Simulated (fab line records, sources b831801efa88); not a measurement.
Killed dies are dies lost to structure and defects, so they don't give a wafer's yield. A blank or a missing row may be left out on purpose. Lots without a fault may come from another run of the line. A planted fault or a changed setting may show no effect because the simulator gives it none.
Chamber matching | flow sky130 | SKY_VIA1_ETCH_14 on rie_diel-04: 4 sister chambers
The step etches BARC in N2/H2, stops on SiO2, time 45.9 s, target depth 60 nm. 8 wafers are shown with their chamber, then 7 later ones without.

WAFERS WITH THEIR CHAMBER
wafer  | chamber | drypump_motor_current_A (A) | oes_product_au (a.u.)
L081.4 | 1       | 5.7                         | 0.839
L084.5 | 2       | 5.2                         | 0.852
L084.6 | 3       | 6.2                         | 0.854
L090.1 | 2       | 5.3                         | 0.858
L090.5 | 0       | 6.5                         | 0.857
L090.6 | 3       | 6.3                         | 0.851
L092.1 | 1       | 5.7                         | 0.849
L092.2 | 0       | 6.5                         | 0.857

WAFERS WITHOUT THEIR CHAMBER
wafer  | drypump_motor_current_A (A) | oes_product_au (a.u.)
L092.6 | 6.3                         | 0.859
L093.1 | 6.2                         | 0.854
L093.2 | 5.7                         | 0.856
L093.4 | 5.2                         | 0.850
L096.2 | 6.5                         | 0.849
L096.3 | 5.2                         | 0.854
L096.4 | 5.2                         | 0.857

WHICH CHAMBER EACH WENT THROUGH
wafer  | from the rows above | in truth
L092.6 | 3                   | 3
L093.1 | 3                   | 3
L093.2 | 1                   | 1
L093.4 | 2                   | 2
L096.2 | 0                   | 0
L096.3 | 2                   | 2
L096.4 | 2                   | 2
Placed correctly: 7 of 7. Can't be placed from these rows: 0. Placed wrongly: 0.
How it was worked out, from the rows above alone: a wafer's distance from a chamber is the root of the sum, over the readings, of the square of ((its reading less the chamber's mean) divided by the reading's scatter). The wafer belongs to the nearest chamber; if the next one is less than 2 further off, it can't be placed. A chamber's mean is the mean of its shown wafers. The scatter: the root of (the sum of the squares of (reading less its chamber's mean) over the shown wafers, divided by (wafers less chambers)).
